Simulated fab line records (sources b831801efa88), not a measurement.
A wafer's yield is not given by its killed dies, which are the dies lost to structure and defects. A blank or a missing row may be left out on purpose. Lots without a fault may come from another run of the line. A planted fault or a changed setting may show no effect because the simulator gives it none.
Which tool is to blame? || flow gf180mcu || 6 lots with 18 wafers sampled at 2 steps, on a route of 602 steps

== WHAT THE GAUGES SHOWED, per wafer ==
GF_CONTACT_THK_MEAS_03.
{"lot": "L915", "measured": "day 15 11:07", "on": "film metro-02", "CONTACT_CVD_02_THK (nm)": "840 862 884"}
{"lot": "L917", "measured": "day 16 03:02", "on": "film metro-02", "CONTACT_CVD_02_THK (nm)": "851 865 873"}
{"lot": "L922", "measured": "day 18 05:26", "on": "film metro-02", "CONTACT_CVD_02_THK (nm)": "860 853 870"}
{"lot": "L926", "measured": "day 19 13:50", "on": "film metro-01", "CONTACT_CVD_02_THK (nm)": "570 571 572"}
{"lot": "L934", "measured": "day 22 08:53", "on": "film metro-02", "CONTACT_CVD_02_THK (nm)": "837 857 863"}
{"lot": "L937", "measured": "day 23 03:05", "on": "film metro-02", "CONTACT_CVD_02_THK (nm)": "857 857 867"}

== WHAT TOOL EACH LOT RAN ON (gives the tool, then ch and the chambers of the sampled wafers, and finally the start) ==
{"lot": "L915", "GF_CONTACT_CVD_02": "pecvd-04 ch 0,2, day 15 11:03"}
{"lot": "L917", "GF_CONTACT_CVD_02": "pecvd-03 ch 0,1,2, day 16 02:57"}
{"lot": "L922", "GF_CONTACT_CVD_02": "pecvd-03 ch 0,1, day 18 05:20"}
{"lot": "L926", "GF_CONTACT_CVD_02": "pecvd-03 ch 0,1,2, day 19 13:47"}
{"lot": "L934", "GF_CONTACT_CVD_02": "pecvd-01 ch 0,2, day 22 08:48"}
{"lot": "L937", "GF_CONTACT_CVD_02": "pecvd-04 ch 1,2, day 23 03:01"}
- GF_CONTACT_CVD_02: deposits SiO2 from TEOS, target thk 860 nm, time 95.992 s.

== THE ANSWER, worked out from the rows above alone ==
Rule: the usual values come from the lots themselves. The widest of any qualifying gaps counts: lots, ordered by their means at a reading, are off when they make up no more than a third of the lots, leave a main group of 4 or more, and stand apart from it by 3 or more times the standard deviation of that group's means. The tables above print the reading to a certain number of digits; a main group whose means all agree to those digits is not used. Also off: a lot with no number at a reading for which 4 or more lots have one. All remaining lots with rows at the step are treated as sound.
Off: at GF_CONTACT_THK_MEAS_03 (CONTACT_CVD_02_THK), L926. The main group has a mean of 860 nm with a standard deviation of 3.8.
If a tool, at a process step before that reading, ran all the lots that are off and no sound lot after the first of them, it fits. Those tools and the gauges at GF_CONTACT_THK_MEAS_03 are tried in the same way. 2 tools fit, pecvd-03 at GF_CONTACT_CVD_02 and film metro-01 at GF_CONTACT_THK_MEAS_03, so this cannot tell which one it is.

== WHAT THE SIMULATOR HAD INSERTED ==
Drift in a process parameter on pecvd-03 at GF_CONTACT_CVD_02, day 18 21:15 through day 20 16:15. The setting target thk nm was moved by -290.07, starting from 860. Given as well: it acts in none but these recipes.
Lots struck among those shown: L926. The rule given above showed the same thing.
